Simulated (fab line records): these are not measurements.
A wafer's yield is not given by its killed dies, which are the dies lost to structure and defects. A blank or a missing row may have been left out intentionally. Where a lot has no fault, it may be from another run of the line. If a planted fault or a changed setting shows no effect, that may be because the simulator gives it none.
Matching of chambers / flow sky130 / 4 sister chambers for SKY_LI_CONTACT_CMP_02 on cmp-02
The step polishes PSG. 8 wafers are shown with their chamber, then 8 later ones without.

## EACH WAFER AND ITS CHAMBER
wafer=L110.3; chamber=1; motor_current_A (A)=11.9; time_to_endpoint_s (s)=34.6
wafer=L110.5; chamber=3; motor_current_A (A)=10.8; time_to_endpoint_s (s)=31.8
wafer=L111.2; chamber=2; motor_current_A (A)=10.9; time_to_endpoint_s (s)=28.8
wafer=L111.3; chamber=3; motor_current_A (A)=11.0; time_to_endpoint_s (s)=26.6
wafer=L113.3; chamber=2; motor_current_A (A)=11.2; time_to_endpoint_s (s)=30.8
wafer=L113.4; chamber=1; motor_current_A (A)=11.8; time_to_endpoint_s (s)=29.3
wafer=L113.5; chamber=0; motor_current_A (A)=13.2; time_to_endpoint_s (s)=30.2
wafer=L114.4; chamber=0; motor_current_A (A)=13.4; time_to_endpoint_s (s)=30.8

## WAFERS WHOSE CHAMBER IS MISSING
wafer=L114.5; motor_current_A (A)=10.9; time_to_endpoint_s (s)=32.1
wafer=L114.6; motor_current_A (A)=12.5; time_to_endpoint_s (s)=33.8
wafer=L117.1; motor_current_A (A)=11.4; time_to_endpoint_s (s)=33.2
wafer=L117.3; motor_current_A (A)=13.7; time_to_endpoint_s (s)=33.0
wafer=L117.4; motor_current_A (A)=11.0; time_to_endpoint_s (s)=31.7
wafer=L118.3; motor_current_A (A)=11.7; time_to_endpoint_s (s)=36.0
wafer=L118.4; motor_current_A (A)=10.6; time_to_endpoint_s (s)=31.5
wafer=L118.6; motor_current_A (A)=10.7; time_to_endpoint_s (s)=32.6

## WHICH CHAMBER EACH WENT THROUGH
wafer=L114.5; from the rows above=can't be placed: 3 or 2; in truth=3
wafer=L114.6; from the rows above=can't be placed: 1 or 0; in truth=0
wafer=L117.1; from the rows above=can't be placed: 2 or 1 or 3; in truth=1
wafer=L117.3; from the rows above=0; in truth=0
wafer=L117.4; from the rows above=can't be placed: 2 or 3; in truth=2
wafer=L118.3; from the rows above=1; in truth=1
wafer=L118.4; from the rows above=can't be placed: 3 or 2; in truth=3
wafer=L118.6; from the rows above=can't be placed: 3 or 2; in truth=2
Correctly placed: 2 of 8. These rows do not allow placing 6 (true chamber among the candidates in 6). Number placed wrongly: 0.
How it was worked out, from the rows above alone: a wafer's distance from a chamber is the root of the sum, over the readings, of the square of ((its reading less the chamber's mean) divided by the reading's scatter). The wafer belongs to the nearest chamber; if the next one is less than 2 further off, it can't be placed. The mean given for a chamber averages the wafers shown for that chamber. The scatter is the square root of a quotient: the sum, over the shown wafers, of each reading's squared deviation from its chamber's mean, divided by wafers minus chambers.
